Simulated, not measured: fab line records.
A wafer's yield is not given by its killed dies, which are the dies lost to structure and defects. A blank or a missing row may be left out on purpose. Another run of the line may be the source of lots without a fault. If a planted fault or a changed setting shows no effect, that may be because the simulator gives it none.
The tool behind it: which one? :: flow sky130 :: 6 lots, 18 wafers sampled, at 2 steps of a route of 708

## WHAT THE GAUGES READ, wafer by wafer
SKY_POLY_GATE_CD_MEAS_13: target cd 150 nm.
lot: L318
measured: day 16 08:17
on: cdSem-02
cdNm (nm): 150.9 150.6 151.0

lot: L322
measured: day 18 02:25
on: cdSem-02
cdNm (nm): 150.2 150.3 151.6

lot: L324
measured: day 18 21:26
on: cdSem-02
cdNm (nm): 149.1 149.8 150.1

lot: L327
measured: day 20 03:44
on: cdSem-01
cdNm (nm): 150.8 150.5 149.4

lot: L337
measured: day 23 18:12
on: cdSem-02
cdNm (nm): 150.9 149.7 149.9

lot: L339
measured: day 24 19:41
on: cdSem-02
cdNm (nm): 150.5 150.3 149.7

## WHAT TOOL EACH LOT RAN ON (gives the tool, then ch and the chambers of the sampled wafers, and finally the start)
lot: L318
SKY_POLY_GATE_EXPOSE_10: krfScanner-02 ch 0, day 15 18:42

lot: L322
SKY_POLY_GATE_EXPOSE_10: krfScanner-02 ch 0, day 17 11:55

lot: L324
SKY_POLY_GATE_EXPOSE_10: krfScanner-01 ch 0, day 18 06:05

lot: L327
SKY_POLY_GATE_EXPOSE_10: krfScanner-02 ch 0, day 19 11:55

lot: L337
SKY_POLY_GATE_EXPOSE_10: krfScanner-01 ch 0, day 23 02:54

lot: L339
SKY_POLY_GATE_EXPOSE_10: krfScanner-01 ch 0, day 24 05:22
- SKY_POLY_GATE_EXPOSE_10: exposes mask P1M, target cd 150 nm.

## THE ANSWER, worked out from the rows above alone
Rule: usual is defined by the lots themselves. The widest of any qualifying gaps counts: lots, ordered by their means at a reading, are off when they make up no more than a third of the lots, leave a main group of 4 or more, and stand apart from it by 3 or more times the standard deviation of that group's means. If all means in a main group match to the digits the tables above print for the reading, that group is not used. Also off: a lot with no number at a reading for which 4 or more lots have one. All remaining lots with rows at the step are treated as sound.
None of the lots is off at any reading shown; this tells nothing.

## WHAT THE SIMULATOR PUT IN
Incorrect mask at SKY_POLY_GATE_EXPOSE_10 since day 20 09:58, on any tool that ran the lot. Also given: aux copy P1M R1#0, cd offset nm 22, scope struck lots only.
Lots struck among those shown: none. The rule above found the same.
